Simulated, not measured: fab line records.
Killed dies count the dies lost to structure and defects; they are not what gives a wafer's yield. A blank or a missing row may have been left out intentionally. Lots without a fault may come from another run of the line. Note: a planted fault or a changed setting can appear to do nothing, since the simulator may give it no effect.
Problem report, 8D (eight disciplines) form, completed by code + flow sky130 + the parts of the form that need people (team, actions taken, sign-off) are left out

## 1. PROBLEM STATEMENT
A mean of 494 W is read at SKY_POLY_CUT_ETCH_11 for rf_fwd_power_W, taken on 1 wafer of 1 lot, against 593 W (standard deviation 3.2) on wafers free of any fault. Relative to the usual mean, that is a shift of -31 standard deviations.
The step: etches Si3N4 in CF4/CH2F2/Ar, stops on poly-Si, time 42.5 s, target depth 60 nm.
Earliest sighting: wafer L249.5 on rie_diel-03 at day 29 22:37. The record has a number at this step for 39 wafers belonging to 13 lots. By rule, "out" or "out of limits" means more than 4 standard deviations away from the usual mean. The other wafers with a number count as sound.

## 2. WHAT IT IS; WHAT IT IS NOT
| question                    | is                | is not                                                                                 |
|-----------------------------|-------------------|----------------------------------------------------------------------------------------|
| which readings at this step | rf_fwd_power_W    | drypump_motor_current_A, oes_product_au, throttle_valve_pct                            |
| which lots                  | L249              | L235, L236, L237, L238, L239, L240, L243, L248, L254, L255, L256, L258                 |
| which wafers of those lots  | L249.5            | L249.3, L249.6                                                                         |
| read on which tools         | rie_diel-03       | rie_diel-01, rie_diel-04                                                               |
| when                        | from day 29 22:37 | up to then (26 sound wafers); but 12 sound wafers of L254, L255, L256, L258 came after |

## 3. THE SUSPECTS, EACH WITH WHAT RULES IT OUT
Counting: if a tool at a process step up to the reading ran every lot that is out, it stays a suspect. Sound lots after the first of them don't rule it out here, since some wafers of a struck lot are sound.
- rie_diel-04 at SKY_SPACER_ETCHBACK_02 (etches Si3N4 in CH3F/O2, stops on SiO2, time 46.7 s, target depth 45 nm): kept. L249, the lot that is out, went through it at day 28 17:19; up to then, the latest sound lot through it was L248 at day 28 04:32.
- rie_diel-03 at SKY_POLY_CUT_ETCH_11 (etches Si3N4 in CF4/CH2F2/Ar, stops on poly-Si, time 42.5 s, target depth 60 nm): kept. L249, the lot that is out, went through it at day 29 22:37; up to then, the latest sound lot through it was L237 at day 25 13:08. Out on those wafers are its own readings of rf_fwd_power_W.
- At SKY_SPACER_ETCHBACK_02 on rie_diel-04, chamber 2 took the sound wafers of the same lots and chamber 3 took the wafers that are out.
- In rie_diel-03 at SKY_POLY_CUT_ETCH_11, the wafers that are out were processed in chamber 3 and their sound lot-mates in chambers 1, 2.
After counting, rie_diel-04 at SKY_SPACER_ETCHBACK_02 and rie_diel-03 at SKY_POLY_CUT_ETCH_11 remain.

## 4. THE CAUSE (what the simulator had put in)
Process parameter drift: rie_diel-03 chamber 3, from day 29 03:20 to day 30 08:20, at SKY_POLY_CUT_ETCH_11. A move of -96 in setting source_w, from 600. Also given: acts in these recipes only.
Of the 2 suspects that counting leaves, this tool is one.

## 5. THE EFFECT CHAIN, in route order
Each row: a reading where the mean over the struck wafers with a number is more than 3 standard deviations away from the usual. Readings are gone through only where the record gives a usual standard deviation; hours: the median, over the lots, of the time from a lot's start at the first step in this table giving one to that lot's start at this step; sigmas: the change measured in usual standard deviations.
| hours | step                 | reading        | usual | on struck wafers | change | sigmas |
|-------|----------------------|----------------|-------|------------------|--------|--------|
| 0     | SKY_POLY_CUT_ETCH_11 | rf_fwd_power_W | 593 W | 494              | -99    | -31    |
Process steps it contains:
- SKY_POLY_CUT_ETCH_11: etches Si3N4 in CF4/CH2F2/Ar, stops on poly-Si, time 42.5 s, target depth 60 nm.
Later measuring or inspecting steps at which every struck wafer that the step has a row for has a number for every such reading, and none has moved that far: SKY_SD_P_OVL_MEAS_08.

## 6. WHAT WOULD HAVE CAUGHT IT SOONER
In this record no reading fell out of limits until day 29 22:37, 19 hours after the fault had begun at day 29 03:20.
